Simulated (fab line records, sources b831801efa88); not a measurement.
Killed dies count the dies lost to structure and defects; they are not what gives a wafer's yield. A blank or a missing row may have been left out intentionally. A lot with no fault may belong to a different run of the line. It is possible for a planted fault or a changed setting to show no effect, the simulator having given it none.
Comparing a struck lot with a sound one	flow gf180mcu	16 out of 602 route steps
Sound: the wafers L942.1, L942.4, L942.6. Struck: wafer L958.5 (L958.1, L958.6, from the same lot, were not struck and are left out); the cause is given at the end.
At each step with rows: each side's tool, then ch and its chambers, then its first start. Under that, the readings that differ: sound wafers	struck wafers	difference of the means	sigmas: that difference in standard deviations of wafers without a fault.
alike: a reading whose means differ by less than 2 such deviations, as well as words and numbers matching on both sides. not compared: withheld readings; readings where some wafer has no value; bounds like >300 that might hide an equal value; numbers whose values overlap and for which the record gives no deviation.
A row with sigmas, a row that says differs or no value, or rows on one side alone: a step with any of these is where the two part. Non-overlapping numbers with no deviation appear without sigmas and do not part them. A reading that every wafer of one side lacks parts them only if that side has two wafers or more.

first, 6 steps without rows for these wafers: GF_M2_HMDS_08 (prime time 60 s); GF_M2_COAT_09 (resist thk 1000 nm); GF_M2_SOFTBAKE_10 (time 60 s); GF_M2_EXPOSE_11 (exposes mask Metal2, target cd 280 nm); GF_M2_PEB_12 (peb time 90 s); GF_M2_DEVELOP_13 (develop time 60 s).
GF_M2_CD_MEAS_14: target cd 280 nm.
  sound on cd sem-02 at day 19 05:22; struck on cd sem-01 at day 25 07:47
  alike: cd nm
GF_M2_OVL_MEAS_15:
  sound on overlay-01 at day 19 05:29; struck on overlay-01 at day 25 07:54
  alike: M2_OVL
GF_M2_METAL_ETCH_16: etches the open film in Cl2/BCl3, stops on SiO2, target depth 627.5 nm, time 104.6 s.
  sound on rie metal-02 ch 0, day 19 05:31; struck on rie metal-03 ch 0, day 25 07:56
reading	sound	struck	difference	sigmas
oes product au (a.u.)	0.960 0.967 0.962	0.981	+0.018	+2
  alike: bias w, drypump motor current A, he backside leak sccm, rf fwd power W, throttle valve pct
  not compared: rf hours counter h
GF_M2_STRIP_17: strips in O2/N2.
  sound on plasma asher-04 ch 0,1, day 19 05:37; struck on plasma asher-03 ch 0, day 25 08:02
reading	sound	struck	difference	sigmas
oes product au (a.u.)	0.560 0.559 0.565	0.544	-0.017	-3
  alike: drypump motor current A, heater power w, strip time to endpoint s
  not compared: rf hours counter h
then, 2 steps without rows for these wafers: GF_M2_STRIP_18 (strips in post etch residue remover, time 1200 s); GF_M2_CLEAN_19 (cleans in DIW).
GF_V2_CVD_00: deposits SiO2, target thk 600 nm, time 100 s.
  sound on hdpcvd-02 ch 0,1, day 19 06:12; struck on hdpcvd-02 ch 2, day 25 08:35
reading	sound	struck	difference	sigmas
sih4 flow sccm (sccm)	60.11 59.78 60.15	47.83	-12.18	-76
model.SiO2_of_V2_CVD_00.thk nm (nm)	598.5 601.3 598	481.1	-118.2	
GF_V2_THK_MEAS_01:
  sound on film metro-04 at day 19 06:16; struck on film metro-01 at day 25 08:53
reading	sound	struck	difference	sigmas
V2_CVD_00_THK (nm)	598 601 597	481	-118	-18
  not compared: hold
GF_V2_CVD_02: deposits SiO2 from TEOS, target thk 850 nm, time 94.851 s.
  sound on pecvd-03 ch 0,2, day 19 06:20; struck on pecvd-03 ch 1, day 25 13:16
reading	sound	struck	difference	sigmas
hold	- - -	await dispo/4.3h/release	no value on the sound wafers	
  alike: heater power w, rf fwd power W
-- the record jumps here: 8 days lie between the struck wafers' starts before and after (it left off in module V2 and takes up again in module PASSIVATION, whose first step shown is number 602 of the route) --
GF_PASSIVATION_PROBE_99:
  only the struck wafers here have rows in the record (prober-01, day 33 17:35); the sound ones have none

## WHERE THEY PART
Earliest at GF_M2_METAL_ETCH_16; latest, in this record, at GF_PASSIVATION_PROBE_99.

WHY: what had been put in by the simulator
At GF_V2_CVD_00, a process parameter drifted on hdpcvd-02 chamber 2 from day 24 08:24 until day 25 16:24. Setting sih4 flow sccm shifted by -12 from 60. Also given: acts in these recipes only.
